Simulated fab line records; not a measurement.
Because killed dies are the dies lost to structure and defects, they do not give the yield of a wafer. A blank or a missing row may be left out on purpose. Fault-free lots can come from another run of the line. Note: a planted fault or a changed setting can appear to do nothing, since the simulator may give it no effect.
Problem report in the 8D (eight disciplines) form, filled by code ; flow sky130 ; the parts of the form that need people (team, actions taken, sign-off) are left out

## 1. WHAT WENT WRONG
VT_ADJUST_LVTN_2_TW at SKY_VT_ADJUST_LVTN_TW_MEAS_21 reads a mean of 30.3 on 3 wafers of 1 lot; wafers without a fault read 189.3 with a standard deviation of 1.3. That is -99 or more standard deviations from the usual mean.
Earliest sighting: wafer L355.1 on film_metro-01 at day 9 03:20. The record holds 39 wafers of 13 lots with a number at this step. The rule behind "out" and "out of limits": a value lying over 4 standard deviations away from the usual mean. The other wafers with a number count as sound.

## 2. WHAT IT IS AND WHAT IT IS NOT
question;is;is not
which readings at this step;VT_ADJUST_LVTN_2_TW;-
which lots;L355;L350, L351, L352, L357, L364, L366, L367, L368, L369, L370, L372, L373
which wafers of those lots;all that have a number;-
read on which gauges;film_metro-01;film_metro-02, film_metro-03
when;from day 9 03:20;"up to then (9 sound wafers); but 27 sound wafers of L357, L364, L366, L367, L368, L369, L370, L372, L373 came after"

## 3. THE SUSPECTS, EACH WITH WHAT RULES IT OUT
Counting: a tool stays on the suspect list if, at a process step up to the reading, it processed all lots that are out and no sound lot following the first of them.
- ruled out: the gauge at SKY_VT_ADJUST_LVTN_TW_MEAS_21. All the wafers that are out were read on film_metro-01, but those of them that SKY_VT_ADJUST_LVTN_STRIP_09 has rows for are out there too, on other tools.
- plasma_asher-01 at SKY_VT_ADJUST_LVTN_STRIP_09 (strips in O2/N2): ruled out as a lasting fault. Following L355 (day 8 06:02), the first lot on it that is out, the sound lots L364, L366 were run on it.
- plasma_asher-04 at SKY_VT_ADJUST_LVTN_STRIP_20 (strips in O2/N2): ruled out as a lasting fault. Following L355 (day 9 03:14), the first lot on it that is out, the sound lots L364, L366, L370 were run on it.
Left after counting: nothing in the record.

## 4. THE CAUSE (what the simulator had put in)
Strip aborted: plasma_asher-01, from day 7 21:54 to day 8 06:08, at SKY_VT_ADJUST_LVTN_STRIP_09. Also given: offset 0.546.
Counting ruled it out, wrongly: the rule takes a fault to strike every lot that its tool runs from its start on, and this one did not.

## 5. THE CHAIN OF EFFECTS, in route order
Each row: a reading where the mean over the struck wafers with a number is more than 3 standard deviations away from the usual. Scope: only readings with a usual standard deviation given in the record; hours: median across lots of the time from each lot's start at the first step in this table that gives one to its start at this step; sigmas: change in usual standard deviations.
hours;step;reading;usual;on struck wafers;change;sigmas
0;SKY_VT_ADJUST_LVTN_STRIP_09;oes_product_au;0.722 a.u.;0.953;+0.231;+47
21;SKY_VT_ADJUST_LVTN_STRIP_20;strip_time_to_endpoint_s;14.18 s;26.22;+12.04;+99 or more
21;SKY_VT_ADJUST_LVTN_TW_MEAS_21;VT_ADJUST_LVTN_2_TW;189.3;30.3;-159.0;-99 or more
Process steps it contains:
- SKY_VT_ADJUST_LVTN_STRIP_09: strips in O2/N2.
- SKY_VT_ADJUST_LVTN_STRIP_20: strips in O2/N2.
Readings that are blank on the struck wafers while sound wafers have them: strip_time_to_endpoint_s at SKY_VT_ADJUST_LVTN_STRIP_09.
Later steps that measure or inspect, where all struck wafers having a row at the step show a number for every such reading and not one has moved that far: SKY_SD_P_OVL_MEAS_08.

## 6. HOW IT WOULD HAVE BEEN CAUGHT EARLIER
29 hours passed between the start of the fault at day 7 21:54 and the first reading out of limits at a measuring or inspecting step in this record, taken at day 9 03:20.
At SKY_VT_ADJUST_LVTN_STRIP_09, the tool's own readings (oes_product_au) were out on each struck wafer the step has a row for, so an alarm limit on them would have fired on the first such wafer.
